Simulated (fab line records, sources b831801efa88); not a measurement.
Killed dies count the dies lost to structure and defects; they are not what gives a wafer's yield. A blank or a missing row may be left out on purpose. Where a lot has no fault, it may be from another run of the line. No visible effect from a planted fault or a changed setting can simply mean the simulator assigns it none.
fab line records | flow sky130
record: lots: 6 wafers: 18 last_day: 50
route steps=708 shown METAL4@621 PAD_OPEN@708
lots with no fault: from the same line, run without faults
start_h: the number of hours between the record's first day and the start of the first shown wafer of the lot | wait_h: time in hours since the lot's previous step | " as in the row above | L1.1+2: a single row standing in for several wafers | - value missing, or start not given | * or withheld: withheld | < > ~ a bound
route shown NAME@n: a module of which the file shows steps, and the number in the route of the first | usual: mean/standard deviation of fault-free wafers | same: alike in all rows | chamber/n: place in a boat | sites: per-site readings | _std_site: their standard deviation | _edge_site: outer sites' mean less inner sites' | radius_mm: for every site, how far away it sits from the centre of the wafer | mask NAME#n: copy n | behind: the most recent tool/chamber to have shaped the wafer | hold: cause of the lot's hold/its duration in hours/its outcome | device: the n, p or np transistor that did not switch | end of line: at the end of the route, the tests of the same wafers | where a step has no rows: the recipe by itself | killed: count of dies lost to structure and defects at first sort (not the wafer's yield) | map: the dies of a wafer, with x for killed, . for not killed, _ for no die there
set.NAME: the setting that was run; set.NAME@STEP: the one run at that earlier step | model.NAME: the simulator's own value behind a step, which no gauge read
lots at selected steps of the route; one table per step, one row per wafer
services: a tool's chamber out of use, with start hour (start_h, from the record's first day; less than 0 if before it), hours out, and reason
== steps ==
step: SKY_METAL4_DEHYDRATE_05
recipe: temp_c: 200 time_s: 60
step: SKY_METAL4_HMDS_06
recipe: prime_time_s: 60 prime_temp_c: 120
step: SKY_METAL4_COAT_07
recipe: resist: BARC temp_c: withheld time_s: withheld spin_rpm: 3000 resist_thk_nm: 60
step: SKY_METAL4_COAT_08
recipe: resist: KrF-thick spin_rpm: 3000 resist_thk_nm: 1140
step: SKY_METAL4_SOFTBAKE_09
recipe: temp_c: 100 time_s: 90 resist: KrF-thick
step: SKY_METAL4_EXPOSE_10
recipe: mask_id: MM4 na: 0.68 source_shape: annular sigma_inner: 0.4 sigma_outer: 0.8 target_cd_nm: 300 dose_mj: 28
step: SKY_METAL4_PEB_11
recipe: peb_temp_c: withheld peb_time_s: withheld resist: KrF-thick
step: SKY_METAL4_DEVELOP_12
recipe: develop_time_s: 60 resist: KrF-thick dev_temp_c: 21
step: SKY_METAL4_CD_MEAS_13
recipe: target_cd_nm: 300
usual: cd_nm: 300.0/1.6
columns lot.wafer tool chamber start_h wait_h cd_nm
L626.1 cd_sem-01 - 987.81 - 296.7
L626.4 " - " " 297.7
L626.6 " - " " 296.6
L627.1 cd_sem-01 - 990.32 - 301.9
L627.2 " - " " 300.2
L627.4 " - " " 302.8
L637.2 cd_sem-02 - 1065.58 - 300.3
L637.3 " - " " 300.3
L637.6 " - " " 300.0
L638.1 cd_sem-02 - 1069.47 - 301.0
L638.4 " - " " 301.1
L638.5 " - " " 301.8
L648.2 cd_sem-02 - 1125.63 - 297.3
L648.3 " - " " 297.9
L648.6 " - " " 298.3
L647.3 cd_sem-02 - 1127.97 - 299.3
L647.5 " - " " 302.1
L647.6 " - " " 300.3
step: SKY_METAL4_OVL_MEAS_14
usual: METAL4_OVL: 1/4.9
columns lot.wafer tool chamber start_h wait_h METAL4_OVL[nm]
L626.1 overlay-01 - 987.93 0.1 -3
L626.4 " - " " 4
L626.6 " - " " 8
L627.1 overlay-02 - 990.44 0.1 7
L627.2 " - " " 9
L627.4 " - " " 8
L637.2 overlay-02 - 1065.69 0.1 6
L637.3 " - " " -1
L637.6 " - " " 6
L638.1 overlay-01 - 1069.59 0.1 -2
L638.4 " - " " 1
L638.5 " - " " -4
L648.2 overlay-01 - 1125.74 0.1 -3
L648.3 " - " " 9
L648.6 " - " " -7
L647.3 overlay-02 - 1128.06 0.1 7
L647.5 " - " " -2
L647.6 " - " " 2
step: SKY_METAL4_DESCUM_15
recipe: chemistry: O2 source_power_w: 150 bias_power_w: 0 pressure_mtorr: 10 temp_c: 40 time_s: 8
usual: drypump_motor_current_A: 5.58/0.2 oes_product_au: 1.004/0.0076 rf_fwd_power_W: 147.4/0.84
columns lot.wafer tool chamber start_h wait_h drypump_motor_current_A oes_product_au rf_fwd_power_W rf_hours_counter_h
L626.1 rie_metal-01 1 987.97 0.0 5.66 1.017 147.3 17
L626.4 " 1 " " 5.66 1.005 146.5 -
L626.6 " 0 " " 5.64 1.008 148.5 -
L627.1 rie_metal-02 1 990.48 0.0 5.83 1.004 148.0 6
L627.2 " 0 " " 5.28 0.983 146.9 15
L627.4 " 1 " " 5.81 1.003 147.9 -
L637.2 rie_metal-03 0 1065.72 0.0 5.62 0.998 148.7 9
L637.3 " 0 " " 5.61 1.004 148.3 -
L637.6 " 0 " " 5.64 1.004 148.5 -
L638.1 rie_metal-02 0 1069.63 0.0 5.29 0.997 147.2 21
L638.4 " 0 " " 5.29 1.003 147.2 -
L638.5 " 0 " " 5.31 0.999 147.1 -
L648.2 rie_metal-02 1 1125.77 0.0 5.82 1.017 147.5 18
L648.3 " 1 " " 5.83 1.002 147.2 -
L648.6 " 0 " " 5.29 1.007 145.2 -
L647.3 rie_metal-02 1 1128.10 0.0 5.76 0.998 148.2 -
L647.5 " 1 " " 5.78 1.001 148.0 -
L647.6 " 0 " " 5.28 1.009 147.2 -
step: SKY_METAL4_ETCH_16
recipe: chemistry: N2/H2 target: BARC ion_energy_ev: 200 bias_w: 100 pressure_mtorr: 30 n2_flow_sccm: 100 h2_flow_sccm: 200 icp_w: 500 stop_on: SiO2 time_s: 88.2 target_depth_a: 600
usual: bias_w: 99.98/0.27 chamber_pressure_mTorr: 30.000/0.025 drypump_motor_current_A: 5.59/0.2 oes_product_au: 0.626/0.0046 rf_fwd_power_W: 497.1/1.9 throttle_valve_pct: 13.205/0.01
columns lot.wafer tool chamber start_h wait_h bias_w chamber_pressure_mTorr drypump_motor_current_A oes_product_au rf_fwd_power_W rf_hours_counter_h throttle_valve_pct
L626.1 rie_metal-01 1 988.00 0.0 100.13 30.016 5.68 0.627 497.5 17 13.209
L626.4 " 1 " " 100.22 29.979 5.65 0.619 497.2 - 13.204
L626.6 " 0 " " 100.40 29.979 5.64 0.630 498.1 - 13.222
L627.1 rie_metal-02 1 990.51 0.0 99.61 29.984 5.83 0.630 496.7 6 13.196
L627.2 " 0 " " 99.92 29.994 5.29 0.629 493.7 15 13.207
L627.4 " 1 " " 99.36 29.990 5.80 0.621 499.0 - 13.208
L637.2 rie_metal-03 0 1065.75 0.0 100.01 29.974 5.64 0.633 498.7 9 13.198
L637.3 " 0 " " 99.96 30.034 5.64 0.628 501.4 - 13.208
L637.6 " 0 " " 99.91 30.008 5.65 0.629 500.5 - 13.229
L638.1 rie_metal-02 0 1069.66 0.0 99.49 30.001 5.29 0.622 495.3 21 13.214
L638.4 " 0 " " 99.64 29.974 5.30 0.628 495.9 - 13.191
L638.5 " 0 " " 100.04 29.952 5.30 0.635 493.0 - 13.199
L648.2 rie_metal-02 1 1125.80 0.0 99.89 29.984 5.80 0.620 496.6 18 13.211
L648.3 " 1 " " 100.05 29.983 5.81 0.619 495.6 - 13.196
L648.6 " 0 " " 100.29 29.982 5.31 0.624 494.0 - 13.218
L647.3 rie_metal-02 1 1128.15 0.0 99.71 29.996 5.83 0.623 497.9 - 13.209
L647.5 " 1 " " 99.78 30.020 5.83 0.632 499.4 - 13.213
L647.6 " 0 " " 99.94 29.978 5.29 0.633 497.1 - 13.218
step: SKY_METAL4_ETCH_17
recipe: target: SiO2 stop_on: TiN chemistry: C4F8/O2/Ar source_w: 1500 bias_w: 1200 pressure_mtorr: 40 c4f8_flow_sccm: withheld O2_flow_sccm: 6 Ar_flow_sccm: 300 time_s: 3.9 target_depth_a: 150
usual: bias_w: 1199/3.2 chamber_pressure_mTorr: 40.00/0.039 oes_product_au: 0.754/0.0073 rf_fwd_power_W: 1472/6.7
columns lot.wafer tool chamber start_h wait_h bias_w chamber_pressure_mTorr oes_product_au rf_fwd_power_W rf_hours_counter_h
L626.1 rie_diel-01 0 988.10 0.1 1201 39.95 0.757 1470 7
L626.4 " 2 " " 1195 39.96 0.754 1470 21
L626.6 " 2 " " 1198 40.05 0.764 1476 -
L627.1 rie_diel-01 3 990.61 0.1 1194 40.04 0.741 1465 20
L627.2 " 1 " " 1196 40.01 0.746 1484 11
L627.4 " 2 " " 1199 39.98 0.754 1471 21
L637.2 rie_diel-01 2 1065.85 0.1 - - - - -
L637.3 " 1 " " - - - - -
L637.6 " 0 " " - - - - -
L638.1 rie_diel-01 1 1069.76 0.1 - - - - -
L638.4 " 3 " " - - - - -
L638.5 " 2 " " - - - - -
L648.2 rie_diel-03 3 1125.90 0.1 1194 40.03 0.753 1466 18
L648.3 " 0 " " 1200 39.96 0.755 1463 8
L648.6 " 0 " " 1201 40.03 0.762 1464 -
L647.3 rie_diel-04 1 1128.22 0.0 1199 39.97 0.746 1470 11
L647.5 " 3 " " 1201 40.07 0.752 1458 -
L647.6 " 2 " " 1203 40.00 0.765 1470 -
step: SKY_METAL4_METAL_ETCH_18
recipe: target_depth_a: 8450 stop_on: SiO2 over_etch_frac: 0.3 time_s: 183.1 chemistry: Cl2/BCl3 resist_sidewall_deg: 88 pressure_mtorr: 10 icp_w: 900 bias_w: 48.5 Cl2_flow_sccm: 60 bcl3_flow_sccm: 30
usual: bcl3_flow_sccm: 30.00/0.082 bias_w: 48.48/0.15 drypump_motor_current_A: 5.60/0.16 oes_product_au: 0.864/0.0064 rf_fwd_power_W: 897.2/2.3 throttle_valve_pct: 22.265/0.0088
same: over_etch_frac: 0.3
columns lot.wafer tool chamber start_h wait_h bcl3_flow_sccm bias_w drypump_motor_current_A oes_product_au rf_fwd_power_W rf_hours_counter_h throttle_valve_pct
L626.1 rie_metal-03 1 988.11 0.0 29.98 48.51 5.65 0.873 899.3 5 22.256
L626.4 " 0 " " 30.00 48.34 5.61 0.859 898.1 - 22.267
L626.6 " 1 " " 29.94 48.53 5.61 0.871 898.2 - 22.270
L627.1 rie_metal-03 1 990.62 0.0 29.97 48.50 5.61 0.871 897.6 5 22.265
L627.2 " 0 " " 29.87 48.56 5.62 0.872 897.2 4 22.270
L627.4 " 0 " " 29.95 48.47 5.59 0.865 895.3 - 22.274
L637.2 rie_metal-02 1 1065.87 0.0 30.12 48.48 5.83 0.861 900.5 12 22.265
L637.3 " 1 " " 30.13 48.71 5.78 0.869 897.8 - 22.260
L637.6 " 0 " " 30.09 48.51 5.28 0.860 893.4 - 22.267
L638.1 rie_metal-03 1 1069.78 0.0 29.91 48.47 5.58 0.861 899.9 10 22.250
L638.4 " 1 " " 29.73 48.42 5.62 0.864 898.2 - 22.263
L638.5 " 0 " " 30.07 48.41 5.61 0.869 896.6 - 22.256
L648.2 rie_metal-01 0 1125.98 0.1 29.91 48.36 5.63 0.871 897.8 - 22.258
L648.3 " 0 " " 29.98 48.33 5.64 0.870 893.8 - 22.278
L648.6 " 0 " " 30.03 48.39 5.63 0.869 898.2 - 22.262
L647.3 rie_metal-03 0 1128.30 0.1 30.08 48.94 5.62 0.875 897.3 - 22.261
L647.5 " 0 " " 29.90 48.80 5.63 0.866 899.3 - 22.273
L647.6 " 1 " " 30.20 48.68 5.61 0.876 900.2 - 22.268
step: SKY_PAD_OPEN_PROBE_99
usual: defect_limited_yield: 82.4/2 killed_at_M0_to_M3: 44/6.5 killed_at_M4_up: 3.3/1.7 killed_at_contacts: 25/5.3 killed_at_front_end: 15/5 killed_at_other: 0.2/0.47 killed_dies: 87/9.9 killed_on_rim: 17/3.8 killed_open: 47/8 killed_short: 39/6.1 sort_bin_3_pad_short: 0.9/0.43 sort_bin_5_function: 10.4/1.5 sort_bin_6_memory: 6.2/1.2 sort_n_pass: 405/9.9 sort_yield_pct: 82.4/2
same: gross_dies: 492 killed_at_back_side: 0 sort_bin_4_leakage[%]: 0 sort_bin_8_speed[%]: 0
columns lot.wafer tool chamber start_h wait_h hold defect_limited_yield[%] killed_at_M0_to_M3 killed_at_M4_up killed_at_contacts killed_at_front_end killed_at_other killed_dies killed_on_rim killed_open killed_short sort_bin_3_pad_short[%] sort_bin_5_function[%] sort_bin_6_memory[%] sort_n_pass sort_yield_pct[%]
L626.1 prober-02 - 1081.78 0.1 - 86.4 36 1 19 11 0 67 15 39 28 0.8 9.3 3.5 425 86.4
L626.4 prober-02 - 1081.93 0.2 - 82.7 39 4 27 15 0 85 17 46 39 1.2 10.6 5.5 407 82.7
L626.6 prober-02 - 1082.03 0.2 - 83.3 31 2 29 20 0 82 19 38 44 0.6 8.7 7.3 410 83.3
L627.1 prober-01 - 1085.73 0.1 - 83.7 37 4 31 8 0 80 12 46 34 0.6 11.8 3.9 412 83.7
L627.2 prober-01 - 1085.78 0.1 - 84.6 37 3 21 14 1 76 16 35 41 0.8 9.6 5.1 416 84.6
L627.4 prober-01 - 1085.88 0.2 - 87.4 35 4 15 7 1 62 13 36 26 0.6 6.3 5.7 430 87.4
L637.2 prober-01 - 1151.27 0.1 await_dispo/0.7h/scrap 0 30 426 18 18 0 492 96 29 40 0.4 93.3 6.3 0 0
L637.3 prober-01 - 1151.32 0.2 await_dispo/0.7h/scrap 0 42 427 10 13 0 492 96 35 35 1.2 93.9 4.9 0 0
L637.6 prober-01 - 1151.47 0.2 await_dispo/0.7h/scrap 0 53 397 19 23 0 492 96 53 43 1.6 91.1 7.3 0 0
L638.1 prober-02 - 1154.23 0.1 await_dispo/0.2h/scrap 0 41 410 28 13 0 492 96 34 50 1.0 92.1 6.9 0 0
L638.4 prober-02 - 1154.38 0.2 await_dispo/0.2h/scrap 0 49 399 24 20 0 492 96 54 43 1.6 91.7 6.7 0 0
L638.5 prober-02 - 1154.43 0.2 await_dispo/0.2h/scrap 0 48 409 29 6 0 492 96 45 40 1.0 93.1 5.9 0 0
L648.2 prober-02 - 1200.44 0.1 - 83.7 40 4 25 11 0 80 14 43 37 0.6 9.6 6.1 412 83.7
L648.3 prober-02 - 1200.49 0.2 - 78.5 49 4 28 25 0 106 18 54 52 0.8 12.8 7.9 386 78.5
L648.6 prober-02 - 1200.64 0.2 - 85.2 43 4 19 7 0 73 22 44 29 1.0 9.6 4.3 419 85.2
L647.3 prober-02 - 1203.73 0.2 - 83.3 39 1 24 18 0 82 19 46 36 0.4 10.0 6.3 410 83.3
L647.5 prober-02 - 1203.83 0.2 - 82.7 31 6 36 12 0 85 20 55 30 0 10.6 6.7 407 82.7
L647.6 prober-02 - 1203.88 0.2 - 86.6 32 2 25 7 0 66 13 36 30 0.8 8.3 4.3 426 86.6
killed by level:class
L626.1 VIA1:geometric_particle:open=11 LI_CONTACT:geometric_particle:open=8 CONTACT:geometric_particle:open=7 VIA1:geometric_particle:short=6 METAL1:geometric_particle:short=5 FIELD_ISO:geometric_particle:open=4 VIA2:geometric_particle:open=4 FIELD_ISO:geometric_particle:short=3
L626.4 VIA1:geometric_particle:open=10 LI_CONTACT:geometric_particle:open=9 CONTACT:geometric_particle:open=7 METAL1:geometric_particle:short=7 FIELD_ISO:geometric_particle:open=6 CONTACT:geometric_particle:short=5 FIELD_ISO:geometric_particle:short=4 METAL4:geometric_particle:short=4
L626.6 CONTACT:geometric_particle:open=12 FIELD_ISO:geometric_particle:short=7 METAL2:geometric_particle:short=7 LI_CONTACT:geometric_particle:short=6 CONTACT:geometric_particle:short=6 FIELD_ISO:geometric_particle:open=5 METAL2:geometric_particle:open=4 METAL3:geometric_particle:short=4
L627.1 CONTACT:geometric_particle:open=14 LI_CONTACT:geometric_particle:open=8 VIA1:geometric_particle:open=7 METAL1:geometric_particle:short=6 CONTACT:geometric_particle:short=5 VIA2:geometric_particle:open=5 VIA3:geometric_particle:open=5 POLY_GATE:geometric_particle:short=4
L627.2 VIA1:geometric_particle:open=9 LI_CONTACT:geometric_particle:open=7 VIA3:geometric_particle:short=5 LOCAL_INTERCONNECT:geometric_particle:short=5 METAL1:geometric_particle:short=5 VIA1:geometric_particle:short=5 POLY_GATE:geometric_particle:short=4 VIA3:geometric_particle:open=4
L627.4 CONTACT:geometric_particle:open=8 VIA1:geometric_particle:open=7 VIA3:geometric_particle:open=6 METAL1:geometric_particle:short=5 VIA2:geometric_particle:open=5 POLY_GATE:geometric_particle:open=3 LI_CONTACT:geometric_particle:short=3 VIA1:geometric_particle:short=3
L637.2 METAL4:area_etch=423 CONTACT:geometric_particle:open=8 VIA1:geometric_particle:open=7 METAL1:geometric_particle:short=6 VIA3:geometric_particle:short=5 FIELD_ISO:geometric_particle:short=4 POLY_GATE:geometric_particle:short=4 POLY_GATE:geometric_particle:open=4
L637.3 METAL4:area_etch=422 VIA1:geometric_particle:open=11 METAL1:geometric_particle:short=6 METAL2:geometric_particle:short=4 VIA2:geometric_particle:open=4 VIA3:geometric_particle:short=4 METAL4:geometric_particle:short=4 FIELD_ISO:geometric_particle:open=3
L637.6 METAL4:area_etch=396 METAL1:geometric_particle:short=10 CONTACT:geometric_particle:open=9 VIA1:geometric_particle:open=9 VIA2:geometric_particle:open=8 FIELD_ISO:geometric_particle:short=7 POLY_GATE:geometric_particle:open=7 VIA1:geometric_particle:short=7
L638.1 METAL4:area_etch=408 METAL1:geometric_particle:short=12 LI_CONTACT:geometric_particle:open=10 CONTACT:geometric_particle:open=9 VIA1:geometric_particle:open=7 FIELD_ISO:geometric_particle:short=5 POLY_GATE:geometric_particle:short=5 CONTACT:geometric_particle:short=5
L638.4 METAL4:area_etch=395 VIA1:geometric_particle:open=10 CONTACT:geometric_particle:open=9 VIA3:geometric_particle:open=9 VIA1:geometric_particle:short=8 METAL2:geometric_particle:short=6 FIELD_ISO:geometric_particle:open=5 LOCAL_INTERCONNECT:geometric_particle:short=5
L638.5 METAL4:area_etch=407 VIA1:geometric_particle:open=16 LI_CONTACT:geometric_particle:open=8 CONTACT:geometric_particle:open=7 METAL2:geometric_particle:short=6 VIA2:geometric_particle:open=6 LOCAL_INTERCONNECT:geometric_particle:short=5 CONTACT:geometric_particle:short=5
L648.2 VIA1:geometric_particle:open=10 CONTACT:geometric_particle:open=8 LI_CONTACT:geometric_particle:open=6 LOCAL_INTERCONNECT:geometric_particle:short=5 METAL1:geometric_particle:short=4 VIA1:geometric_particle:short=4 VIA2:geometric_particle:open=4 VIA3:geometric_particle:open=4
L648.3 CONTACT:geometric_particle:open=12 VIA1:geometric_particle:open=11 FIELD_ISO:geometric_particle:open=7 POLY_GATE:geometric_particle:short=7 VIA2:geometric_particle:short=6 FIELD_ISO:geometric_particle:short=5 POLY_GATE:geometric_particle:open=5 LOCAL_INTERCONNECT:geometric_particle:short=5
L648.6 VIA1:geometric_particle:open=14 CONTACT:geometric_particle:open=8 CONTACT:geometric_particle:short=5 VIA2:geometric_particle:open=5 VIA1:geometric_particle:short=4 METAL2:geometric_particle:short=4 FIELD_ISO:geometric_particle:open=3 METAL1:geometric_particle:short=3
L647.3 CONTACT:geometric_particle:open=13 VIA2:geometric_particle:open=8 FIELD_ISO:geometric_particle:short=7 VIA3:geometric_particle:open=7 METAL1:geometric_particle:short=6 METAL2:geometric_particle:short=6 VIA1:geometric_particle:open=5 LI_CONTACT:geometric_particle:open=4
L647.5 CONTACT:geometric_particle:open=20 VIA3:geometric_particle:open=9 LI_CONTACT:geometric_particle:open=8 VIA2:geometric_particle:open=6 FIELD_ISO:geometric_particle:short=5 CONTACT:geometric_particle:short=5 VIA1:geometric_particle:open=5 METAL4:geometric_particle:short=5
L647.6 CONTACT:geometric_particle:open=9 VIA3:geometric_particle:open=7 LI_CONTACT:geometric_particle:open=6 METAL3:geometric_particle:short=6 LOCAL_INTERCONNECT:geometric_particle:short=5 VIA1:geometric_particle:open=5 VIA2:geometric_particle:short=4 VIA2:geometric_particle:open=4
map L637.2 (x killed, . not)
__________xxxxxxxxxx_________
________xxxxxxxxxxxxxx_______
______xxxxxxxxxxxxxxxxxx_____
_____xxxxxxxxxxxxxxxxxxxx____
____xxxxxxxxxxxxxxxxxxxxxx___
___xxxxxxxxxxxxxxxxxxxxxxxx__
__xxxxxxxxxxxxxxxxxxxxxxxxxx_
_xxxxxxxxxxxxxxxxxxxxxxxxxxxx
_xxxxxxxxxxxxxxxxxxxxxxxxxxxx
_xxxxxxxxxxxxxxxxxxxxxxxxxxxx
_xxxxxxxxxxxxxxxxxxxxxxxxxxxx
_xxxxxxxxxxxxxxxxxxxxxxxxxxxx
_xxxxxxxxxxxxxxxxxxxxxxxxxxxx
_xxxxxxxxxxxxxxxxxxxxxxxxxxxx
_xxxxxxxxxxxxxxxxxxxxxxxxxxxx
__xxxxxxxxxxxxxxxxxxxxxxxxxx_
___xxxxxxxxxxxxxxxxxxxxxxxx__
____xxxxxxxxxxxxxxxxxxxxxx___
_____xxxxxxxxxxxxxxxxxxxx____
______xxxxxxxxxxxxxxxxxx_____
________xxxxxxxxxxxxxx_______
__________xxxxxxxxxx_________
map L638.1 (x killed, . not)
__________xxxxxxxxxx_________
________xxxxxxxxxxxxxx_______
______xxxxxxxxxxxxxxxxxx_____
_____xxxxxxxxxxxxxxxxxxxx____
____xxxxxxxxxxxxxxxxxxxxxx___
___xxxxxxxxxxxxxxxxxxxxxxxx__
__xxxxxxxxxxxxxxxxxxxxxxxxxx_
_xxxxxxxxxxxxxxxxxxxxxxxxxxxx
_xxxxxxxxxxxxxxxxxxxxxxxxxxxx
_xxxxxxxxxxxxxxxxxxxxxxxxxxxx
_xxxxxxxxxxxxxxxxxxxxxxxxxxxx
_xxxxxxxxxxxxxxxxxxxxxxxxxxxx
_xxxxxxxxxxxxxxxxxxxxxxxxxxxx
_xxxxxxxxxxxxxxxxxxxxxxxxxxxx
_xxxxxxxxxxxxxxxxxxxxxxxxxxxx
__xxxxxxxxxxxxxxxxxxxxxxxxxx_
___xxxxxxxxxxxxxxxxxxxxxxxx__
____xxxxxxxxxxxxxxxxxxxxxx___
_____xxxxxxxxxxxxxxxxxxxx____
______xxxxxxxxxxxxxxxxxx_____
________xxxxxxxxxxxxxx_______
__________xxxxxxxxxx_________
== services ==
columns tool chamber start_h hours kind
rie_diel-04 1 969.12 3.3 repair
rie_diel-01 2 979.89 3.0 repair
rie_diel-04 2 988.15 - clean
rie_diel-04 2 988.15 37.7 scheduled_down
rie_diel-04 2 988.15 37.7 vent_cycle
rie_metal-01 0 1010.40 10.6 repair
rie_diel-03 - 1022.76 0.2 repair
rie_diel-01 1 1025.76 5.8 repair
rie_metal-01 - 1025.95 1.3 repair
rie_diel-03 1 1035.06 9.0 repair
rie_metal-01 1 1046.89 4.7 repair
rie_metal-01 - 1062.84 54.9 repair
rie_metal-01 - 1079.03 13.5 repair
rie_diel-04 2 1087.51 7.2 repair
rie_diel-01 - 1096.40 1.0 repair
rie_diel-04 0 1105.99 6.7 repair
rie_diel-03 - 1109.44 2.8 pm
rie_diel-01 3 1118.06 1.2 repair
rie_metal-01 1 1119.46 - clean
rie_metal-01 1 1119.46 20.5 scheduled_down
rie_metal-01 1 1119.46 20.5 vent_cycle
rie_metal-03 - 1122.72 2.8 pm
== key ==
first_sign: step: SKY_METAL4_ETCH_17 reading: tool_record direction: missing
effect: step: SKY_PAD_OPEN_PROBE_99 reading: killed_at_M4_up direction: up sigmas: 99+ usual: 3.3 struck: 411.3
more_kills_born_at: SKY_METAL4_ETCH_17@rie_diel-01: 2451
met_at SKY_METAL4_ETCH_17
struck_wafers L637.2,L637.3,L637.6,L638.1,L638.4,L638.5
later_rows_left_out L637.2,L637.3,L637.6,L638.1,L638.4,L638.5
onset_between 990.61 1065.85
fault: kind: skipped_step_whole tool: rie_diel-01 chamber: - onset_h: 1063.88 steps: SKY_METAL4_ETCH_17 scope: struck_lots_only
later_rows_left_out: the simulator's readings of these wafers behind a module that went badly wrong aren't trusted and aren't shown, but for the sort
